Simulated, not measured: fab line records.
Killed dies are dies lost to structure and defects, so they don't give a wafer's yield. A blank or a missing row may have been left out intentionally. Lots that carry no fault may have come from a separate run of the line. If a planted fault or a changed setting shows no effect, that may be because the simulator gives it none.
fab line records + flow gf180mcu
record:
- lots: 14
- wafers: 42
- last-day: 35
route steps=602 shown MVSD@75 NWELL@137
lots that met no fault: from a run of the same line without faults
start-h: hours from the record's first day to the start of the lot's first wafer shown + wait-h: hours since the lot's step before + " the same as in the row above + L1.1+2: one row covering several wafers at once + - value missing, or start not given + * or withheld: withheld + < > ~ a bound
route shown NAME@n: a module of which the file shows steps, and the number in the route of the first + usual: average and standard deviation across the fault-free wafers + same: alike in all rows + chamber/n: place in a boat + sites: each site's reading + _std_site: their standard deviation + _edge_site: outer sites' mean less inner sites' + radius-mm: for every site, how far away it sits from the centre of the wafer + mask NAME#n: copy n + behind: tool/chamber where the wafer was last shaped + hold: why the lot went on hold/how many hours it stayed there/how the hold came to an end + device: the n, p or np transistor that did not switch + end of line: at the end of the route, the tests of the same wafers + a step given without rows: its recipe and nothing more + killed: dies that structure and defects cost at the first sort, which is not the same as the wafer's yield + map: a wafer's dies, x killed, . not, _ none there
set.NAME: the setting as run; set.NAME@STEP: as run at that earlier step + model.NAME: the simulator's own value behind a step, which no gauge read
route steps across a sampled set of lots; one table per step, one row per wafer
services: the hour from which a tool's chamber was out of use, counted from the record's first day as start-h (under 0 if before that day), plus the number of hours and why
== steps ==
step: GF_MVSD_IMPLANT_09
recipe:
- species: P
- energy-kev: 100
- dose-cm2: 5e+12
- tilt-deg: 0
usual:
- beam-on-s: 10.02/0.21
- faraday-current-uA: 28.2/0.58
| lot.wafer | tool         | chamber | start-h | wait-h | beam-on-s | faraday-current-uA |
|-----------|--------------|---------|---------|--------|-----------|--------------------|
| L835.1    | implanter-04 | 0       | 84.83   | 0.1    | 9.71      | 29.0               |
| L835.2    | "            | 0       | "       | "      | 10.36     | 27.2               |
| L835.3    | "            | 0       | "       | "      | 9.84      | 28.7               |
| L836.3    | implanter-02 | 0       | 90.13   | 0.1    | 9.69      | 29.0               |
| L836.5    | "            | 0       | "       | "      | 9.63      | 29.4               |
| L836.6    | "            | 0       | "       | "      | 10.04     | 28.2               |
| L838.1    | implanter-02 | 0       | 103.83  | 0.1    | 10.02     | 28.2               |
| L838.3    | "            | 0       | "       | "      | 10.31     | 27.4               |
| L838.6    | "            | 0       | "       | "      | 9.96      | 28.3               |
| L842.2    | implanter-04 | 0       | 122.29  | 0.1    | 12.59     | 22.4               |
| L842.3    | "            | 0       | "       | "      | 12.02     | 23.5               |
| L842.6    | "            | 0       | "       | "      | 12.09     | 23.4               |
| L843.2    | implanter-04 | 0       | 128.38  | 0.1    | 11.61     | 24.3               |
| L843.3    | "            | 0       | "       | "      | 11.91     | 23.7               |
| L843.6    | "            | 0       | "       | "      | 11.94     | 23.7               |
| L848.2    | implanter-03 | 0       | 158.00  | 0.1    | 9.94      | 28.5               |
| L848.3    | "            | 0       | "       | "      | 9.88      | 28.6               |
| L848.4    | "            | 0       | "       | "      | 9.98      | 28.2               |
| L850.2    | implanter-02 | 0       | 170.86  | 0.1    | 10.16     | 27.7               |
| L850.4    | "            | 0       | "       | "      | 9.89      | 28.5               |
| L850.6    | "            | 0       | "       | "      | 9.83      | 28.8               |
| L851.1    | implanter-03 | 0       | 175.33  | 0.1    | 10.03     | 28.1               |
| L851.2    | "            | 0       | "       | "      | 10.20     | 27.7               |
| L851.6    | "            | 0       | "       | "      | 9.92      | 28.6               |
| L852.1    | implanter-02 | 0       | 181.44  | 0.1    | 9.96      | 28.4               |
| L852.4    | "            | 0       | "       | "      | 9.67      | 29.0               |
| L852.6    | "            | 0       | "       | "      | 9.90      | 28.4               |
| L853.2    | implanter-04 | 0       | 187.41  | 0.1    | 10.13     | 27.9               |
| L853.3    | "            | 0       | "       | "      | 10.21     | 27.6               |
| L853.5    | "            | 0       | "       | "      | 10.18     | 27.7               |
| L854.2    | implanter-03 | 0       | 191.51  | 0.1    | 10.05     | 28.1               |
| L854.4    | "            | 0       | "       | "      | 10.16     | 27.9               |
| L854.5    | "            | 0       | "       | "      | 10.00     | 28.4               |
| L856.1    | implanter-02 | 0       | 202.03  | 0.1    | 9.77      | 28.8               |
| L856.2    | "            | 0       | "       | "      | 10.16     | 27.7               |
| L856.4    | "            | 0       | "       | "      | 10.02     | 28.1               |
| L857.1    | implanter-03 | 0       | 209.99  | 0.1    | 10.07     | 28.2               |
| L857.3    | "            | 0       | "       | "      | 10.17     | 28.0               |
| L857.4    | "            | 0       | "       | "      | 9.51      | 29.5               |
| L858.1    | implanter-04 | 0       | 214.52  | 0.1    | 9.74      | 29.0               |
| L858.3    | "            | 0       | "       | "      | 10.09     | 28.0               |
| L858.6    | "            | 0       | "       | "      | 10.14     | 27.8               |
step: GF_VT_IMPLANT_RS_MEAS_46
recipe:
- thk-meas-gauge: four-point-probe
usual:
- MVSD_RS: 456.4/1.3
| lot.wafer | tool          | chamber | start-h | wait-h | hold                     | MVSD_RS[ohm/sq] |
|-----------|---------------|---------|---------|--------|--------------------------|-----------------|
| L835.1    | film-metro-01 | -       | 160.09  | 0.1    | -                        | 455.5           |
| L835.2    | "             | -       | "       | "      | -                        | 456.1           |
| L835.3    | "             | -       | "       | "      | -                        | 456.9           |
| L836.3    | film-metro-04 | -       | 166.35  | 0.1    | -                        | 456.6           |
| L836.5    | "             | -       | "       | "      | -                        | 456.7           |
| L836.6    | "             | -       | "       | "      | -                        | 456.2           |
| L838.1    | film-metro-04 | -       | 181.40  | 0.1    | -                        | 457.7           |
| L838.3    | "             | -       | "       | "      | -                        | 457.7           |
| L838.6    | "             | -       | "       | "      | -                        | 458.0           |
| L842.2    | film-metro-04 | -       | 202.66  | 0.1    | await-dispo/0.2h/release | 444.1           |
| L842.3    | "             | -       | "       | "      | await-dispo/0.2h/release | 443.5           |
| L842.6    | "             | -       | "       | "      | await-dispo/0.2h/release | 445.2           |
| L842.2    | film-metro-04 | -       | 203.02  | 0.3    | -                        | 444.5           |
| L842.3    | "             | -       | "       | "      | -                        | 443.0           |
| L842.6    | "             | -       | "       | "      | -                        | 444.2           |
| L843.2    | film-metro-03 | -       | 209.11  | 0.1    | await-dispo/0.2h/release | 441.8           |
| L843.3    | "             | -       | "       | "      | await-dispo/0.2h/release | 442.4           |
| L843.6    | "             | -       | "       | "      | await-dispo/0.2h/release | 442.6           |
| L843.2    | film-metro-03 | -       | 209.47  | 0.3    | -                        | 442.3           |
| L843.3    | "             | -       | "       | "      | -                        | 442.8           |
| L843.6    | "             | -       | "       | "      | -                        | 441.3           |
| L848.2    | film-metro-04 | -       | 244.70  | 0.1    | -                        | 458.8           |
| L848.3    | "             | -       | "       | "      | -                        | 458.1           |
| L848.4    | "             | -       | "       | "      | -                        | 458.1           |
| L850.2    | film-metro-01 | -       | 258.19  | 0.1    | -                        | 454.0           |
| L850.4    | "             | -       | "       | "      | -                        | 454.1           |
| L850.6    | "             | -       | "       | "      | -                        | 454.8           |
| L851.1    | film-metro-01 | -       | 264.82  | 0.1    | -                        | 455.8           |
| L851.2    | "             | -       | "       | "      | -                        | 456.0           |
| L851.6    | "             | -       | "       | "      | -                        | 455.8           |
| L852.1    | film-metro-03 | -       | 270.60  | 0.1    | -                        | 457.1           |
| L852.4    | "             | -       | "       | "      | -                        | 459.1           |
| L852.6    | "             | -       | "       | "      | -                        | 457.5           |
| L853.2    | film-metro-01 | -       | 277.12  | 0.1    | -                        | 455.4           |
| L853.3    | "             | -       | "       | "      | -                        | 455.2           |
| L853.5    | "             | -       | "       | "      | -                        | 455.3           |
| L854.2    | film-metro-03 | -       | 285.21  | 0.1    | -                        | 458.1           |
| L854.4    | "             | -       | "       | "      | -                        | 455.5           |
| L854.5    | "             | -       | "       | "      | -                        | 455.3           |
| L856.1    | film-metro-01 | -       | 295.55  | 0.2    | -                        | 454.9           |
| L856.2    | "             | -       | "       | "      | -                        | 454.3           |
| L856.4    | "             | -       | "       | "      | -                        | 455.0           |
| L857.1    | film-metro-01 | -       | 306.24  | 0.1    | -                        | 455.6           |
| L857.3    | "             | -       | "       | "      | -                        | 455.9           |
| L857.4    | "             | -       | "       | "      | -                        | 457.0           |
| L858.1    | film-metro-01 | -       | 317.18  | 0.1    | -                        | 455.5           |
| L858.3    | "             | -       | "       | "      | -                        | 455.5           |
| L858.6    | "             | -       | "       | "      | -                        | 456.0           |
step: GF_VT_IMPLANT_RS_MEAS_47
recipe:
- thk-meas-gauge: four-point-probe
usual:
- NWELL_RS: 487.3/1.3
| lot.wafer | tool          | chamber | start-h | wait-h | hold                     | NWELL_RS[ohm/sq] |
|-----------|---------------|---------|---------|--------|--------------------------|------------------|
| L835.1    | film-metro-01 | -       | 160.21  | 0.1    | -                        | 486.4            |
| L835.2    | "             | -       | "       | "      | -                        | 486.1            |
| L835.3    | "             | -       | "       | "      | -                        | 485.0            |
| L836.3    | film-metro-04 | -       | 166.47  | 0.1    | -                        | 485.8            |
| L836.5    | "             | -       | "       | "      | -                        | 485.3            |
| L836.6    | "             | -       | "       | "      | -                        | 485.4            |
| L838.1    | film-metro-04 | -       | 181.52  | 0.1    | -                        | 490.1            |
| L838.3    | "             | -       | "       | "      | -                        | 489.5            |
| L838.6    | "             | -       | "       | "      | -                        | 489.4            |
| L842.2    | film-metro-04 | -       | 206.39  | 3.3    | await-dispo/3.1h/release | 487.5            |
| L842.3    | "             | -       | "       | "      | await-dispo/3.1h/release | 488.8            |
| L842.6    | "             | -       | "       | "      | await-dispo/3.1h/release | 488.4            |
| L843.2    | film-metro-03 | -       | 211.96  | 2.5    | await-dispo/2.3h/release | 487.9            |
| L843.3    | "             | -       | "       | "      | await-dispo/2.3h/release | 488.9            |
| L843.6    | "             | -       | "       | "      | await-dispo/2.3h/release | 488.9            |
| L848.2    | film-metro-04 | -       | 244.82  | 0.1    | -                        | 489.4            |
| L848.3    | "             | -       | "       | "      | -                        | 490.4            |
| L848.4    | "             | -       | "       | "      | -                        | 489.3            |
| L850.2    | film-metro-01 | -       | 258.31  | 0.1    | -                        | 487.0            |
| L850.4    | "             | -       | "       | "      | -                        | 487.4            |
| L850.6    | "             | -       | "       | "      | -                        | 486.6            |
| L851.1    | film-metro-01 | -       | 264.94  | 0.1    | -                        | 486.6            |
| L851.2    | "             | -       | "       | "      | -                        | 486.8            |
| L851.6    | "             | -       | "       | "      | -                        | 488.3            |
| L852.1    | film-metro-03 | -       | 270.72  | 0.1    | -                        | 487.6            |
| L852.4    | "             | -       | "       | "      | -                        | 488.0            |
| L852.6    | "             | -       | "       | "      | -                        | 487.4            |
| L853.2    | film-metro-01 | -       | 277.24  | 0.1    | -                        | 488.8            |
| L853.3    | "             | -       | "       | "      | -                        | 488.1            |
| L853.5    | "             | -       | "       | "      | -                        | 486.8            |
| L854.2    | film-metro-03 | -       | 285.33  | 0.1    | -                        | 486.8            |
| L854.4    | "             | -       | "       | "      | -                        | 486.4            |
| L854.5    | "             | -       | "       | "      | -                        | 485.7            |
| L856.1    | film-metro-01 | -       | 295.67  | 0.1    | -                        | 487.5            |
| L856.2    | "             | -       | "       | "      | -                        | 488.2            |
| L856.4    | "             | -       | "       | "      | -                        | 487.8            |
| L857.1    | film-metro-01 | -       | 306.36  | 0.1    | -                        | 485.5            |
| L857.3    | "             | -       | "       | "      | -                        | 486.5            |
| L857.4    | "             | -       | "       | "      | -                        | 487.0            |
| L858.1    | film-metro-01 | -       | 317.30  | 0.1    | -                        | 487.3            |
| L858.3    | "             | -       | "       | "      | -                        | 488.0            |
| L858.6    | "             | -       | "       | "      | -                        | 487.1            |
== services ==
| tool         | chamber | start-h | hours | kind   |
|--------------|---------|---------|-------|--------|
| implanter-04 | -       | 115.78  | 5.6   | pm     |
| implanter-03 | -       | 121.43  | 6.0   | pm     |
| implanter-02 | -       | 146.78  | 2.9   | repair |
| implanter-02 | -       | 151.91  | 2.4   | repair |
| implanter-04 | -       | 174.46  | 1.3   | repair |
| implanter-02 | -       | 204.66  | 2.5   | repair |
| implanter-02 | -       | 207.18  | 17.1  | pm     |
== key ==
first-sign:
- step: GF_MVSD_IMPLANT_09
- reading: beam-on-s
- direction: up
- sigmas: 9.7
- usual: 10.02
- struck: 12.03
effect:
- step: GF_MVSD_IMPLANT_09
- reading: faraday-current-uA
- direction: down
- sigmas: 8.1
- usual: 28.2
- struck: 23.5
effect:
- step: GF_VT_IMPLANT_RS_MEAS_46
- reading: MVSD_RS
- direction: down
- sigmas: 9.7
- usual: 456.4
- struck: 443.3
met-at GF_MVSD_IMPLANT_09
struck-lots L842,L843
tester-left-out L842,L843
onset-between 84.83 122.29
fault:
- kind: process-parameter-drift
- tool: implanter-04
- chamber: -
- onset-h: 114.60
- steps: GF_MVSD_IMPLANT_09
- channel: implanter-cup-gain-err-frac
- offset: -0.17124
- shape: step
- end-h: 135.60
tester-left-out: of these lots the tester's yield and bins aren't shown, on N5 and GAA mostly nor the transistor test; their killed dies are dies lost to structure and defects alone, not to doping, threshold or leakage, so they don't give the yield
